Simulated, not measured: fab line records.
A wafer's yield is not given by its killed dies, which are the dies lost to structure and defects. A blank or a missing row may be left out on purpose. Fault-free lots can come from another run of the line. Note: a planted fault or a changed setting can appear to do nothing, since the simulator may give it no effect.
A lot that was struck, set against a sound lot :: flow gf180mcu :: 14 out of 602 route steps
Sound: wafers L147.2, L147.4, L147.5. Struck: wafers L165.2, L165.5, L165.6. The cause is given at the end.
At each step with rows: each side's tool, then ch and its chambers, then its first start. Under that, the readings that differ: sound wafers :: struck wafers :: difference of the means :: sigmas: that difference in standard deviations of wafers without a fault.
alike: readings whose means differ by less than 2 such deviations, and words and numbers that are the same on both sides. not compared: withheld readings, readings that some wafer has no value for, bounds like >300 that may hide the same value, and numbers for which the record gives no deviation and whose values overlap.
A row with sigmas, a row that says differs or no value, or rows on one side alone: a step with any of these is where the two part. Non-overlapping numbers with no deviation appear without sigmas and do not part them. Lack of a reading on every wafer of one side parts them only where that side has two or more wafers.

first, 3 steps without rows for these wafers: GF_CONTACT_CLEAN_19 (cleans in SPM); GF_CONTACT_CLEAN_20 (cleans in DIW); GF_CONTACT_CLEAN_21 (cleans in dHF, time 20 s).
GF_CONTACT_SPUTTER_22: material Ti, target thk 15 nm, time 80.02 s.
  sound: pvd sputter-03 at day 16 05:36; struck: pvd sputter-03 at day 22 16:32
  alike: cathode dc power W, chamber pressure pa, throttle valve pct
then, 2 steps without rows for these wafers: GF_CONTACT_SPUTTER_23 (material TiN, target thk 10 nm, time 40 s); GF_CONTACT_CVD_24 (deposits W, target thk 300 nm, time 90.339 s).
GF_CONTACT_RS_MEAS_25: a four-point-probe measurement.
  sound: film metro-02 at day 16 05:49; struck: film metro-02 at day 22 16:46
  alike: CONTACT_W_RS
GF_CONTACT_THK_MEAS_26: measures by xrf.
  sound: film metro-02 at day 16 05:56; struck: film metro-02 at day 22 16:52
  alike: CONTACT_W_THK
GF_CONTACT_CMP_27: polishes, stops on SiO2, t overpolish 15 s, target thk 0 nm.
  sound on cmp-01 ch 1,2, day 16 05:59; struck on cmp-02 ch 2,3, day 22 16:58
  alike: motor current A, overpolish run s, slurry filter dp kPa, slurry flow ml min, time to endpoint s
GF_M1_SPUTTER_00: material Ti, target thk 37.5 nm, time 150 s.
  sound: pvd sputter-04 at day 16 06:17; struck: pvd sputter-03 at day 22 17:13
  alike: cathode dc power W, chamber pressure pa, throttle valve pct
GF_M1_SPUTTER_01: material TiN, target thk 30 nm, time 25 s.
  sound: pvd sputter-04 at day 16 06:23; struck: pvd sputter-03 at day 22 17:19
  alike: cathode dc power W, chamber pressure pa, throttle valve pct
GF_M1_SPUTTER_02: material AlCu, target thk 450 nm, time 23.9 s.
  sound: pvd sputter-04 at day 16 06:25; struck: pvd sputter-03 at day 22 17:21
  alike: cathode dc power W, chamber pressure pa, throttle valve pct
GF_M1_SPUTTER_03: material Ti, target thk 10 nm, time 6.7 s.
  sound: pvd sputter-04 at day 16 06:26; struck: pvd sputter-03 at day 22 17:23
  no value came back on the struck wafers for cathode dc power W (W), chamber pressure pa (Pa), throttle valve pct (%); on the sound wafers cathode dc power W (W) reads 2999.2 2998.8 2999.6
then, 1 step without rows for these wafers: GF_M1_SPUTTER_04 (material TiN, target thk 50 nm, time 41.7 s).

== WHERE THEY PART ==
At GF_M1_SPUTTER_03 and nowhere else, as far as this record goes.

WHY: whatever the simulator had introduced
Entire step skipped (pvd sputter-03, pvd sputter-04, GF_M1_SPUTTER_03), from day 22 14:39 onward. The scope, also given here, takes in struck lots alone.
